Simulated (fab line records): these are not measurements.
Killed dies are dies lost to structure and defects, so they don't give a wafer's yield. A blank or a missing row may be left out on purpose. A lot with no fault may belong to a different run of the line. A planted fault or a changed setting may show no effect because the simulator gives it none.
Problem report in the 8D (eight disciplines) form, filled by code    flow gf180mcu    the parts of the form that need people (team, actions taken, sign-off) are left out

## 1. WHAT WENT WRONG
stripTimeToEndpointS at GF_PSD_STRIP_10 reads a mean of 15.96 s on 3 wafers of 3 lots; wafers without a fault read 16.55 s with a standard deviation of 0.035. That puts it -17 standard deviations away from the usual mean.
The step: strips in O2/N2.
Earliest sighting: wafer L826.5 on plasmaAsher-03 at day 17 10:00. The record has a number at this step for 42 wafers belonging to 15 lots. The rule behind "out" and "out of limits": a value lying over 4 standard deviations away from the usual mean. The rest of the wafers with a number are treated as sound.

## 2. WHAT THIS IS AND IS NOT
question                     is                      is not
which readings at this step  stripTimeToEndpointS    drypumpMotorCurrentA, heaterPowerW, oesProductAu
which lots                   L826, L827, L828        L817, L818, L819, L820, L830, L832, L835, L836, L837, L838, L839, L840
which wafers of those lots   L826.5, L827.2, L828.2  L826.3, L827.3, L828.3
read on which tools          plasmaAsher-03          plasmaAsher-02, plasmaAsher-04
when                         from day 17 10:00       up to then (13 sound wafers); but 26 sound wafers of L827, L828, L830, L832, L835, L836, L837, L838, L839, L840 came after

## 3. THE SUSPECTS, EACH WITH WHAT RULES IT OUT
Counting: any tool at a process step up to the reading remains a suspect provided it ran every lot that is out. Sound lots after the first of them don't rule it out here, since some wafers of a struck lot are sound.
- lithoTrack-03 at GF_PSD_COAT_02 (resist thk 1000 nm): kept. Every lot that is out went through it, the first being L826 (day 16 22:22); the last sound lot it ran before that was L820 (day 14 19:49).
- plasmaAsher-03 at GF_PSD_STRIP_10 (strips in O2/N2): kept. Every lot that is out went through it, the first being L826 (day 17 10:00); the last sound lot it ran before that was L820 (day 15 06:43). Out on those wafers are its own readings of stripTimeToEndpointS.
After counting, lithoTrack-03 at GF_PSD_COAT_02 and plasmaAsher-03 at GF_PSD_STRIP_10 remain.

## 4. THE CAUSE (what the simulator had put in)
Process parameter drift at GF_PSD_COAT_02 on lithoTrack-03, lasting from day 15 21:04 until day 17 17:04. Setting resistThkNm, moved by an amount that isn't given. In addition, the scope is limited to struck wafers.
Counting left 2 suspects, and this tool is among them.

## 5. THE CHAIN OF EFFECTS, in route order
Rows list readings where the struck wafers' mean (over those with a number) sits beyond 3 standard deviations from the usual. Scope: only readings with a usual standard deviation given in the record; hours: median across lots of the time from each lot's start at the first step in this table that gives one to its start at this step; sigmas: change in usual standard deviations.
hours  step             reading               usual    on struck wafers  change  sigmas
0      GF_PSD_STRIP_10  stripTimeToEndpointS  16.55 s  15.96             -0.59   -17
The process steps in it:
- GF_PSD_STRIP_10: strips in O2/N2.

## 6. HOW IT WOULD HAVE BEEN CAUGHT EARLIER
First out-of-limits reading in this record: day 17 10:00, which is 37 hours after fault onset at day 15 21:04.
Of the lots that are out (3), L828 began GF_PSD_COAT_02 on lithoTrack-03 after day 17 10:00. Holding the tool at that time would have saved it.
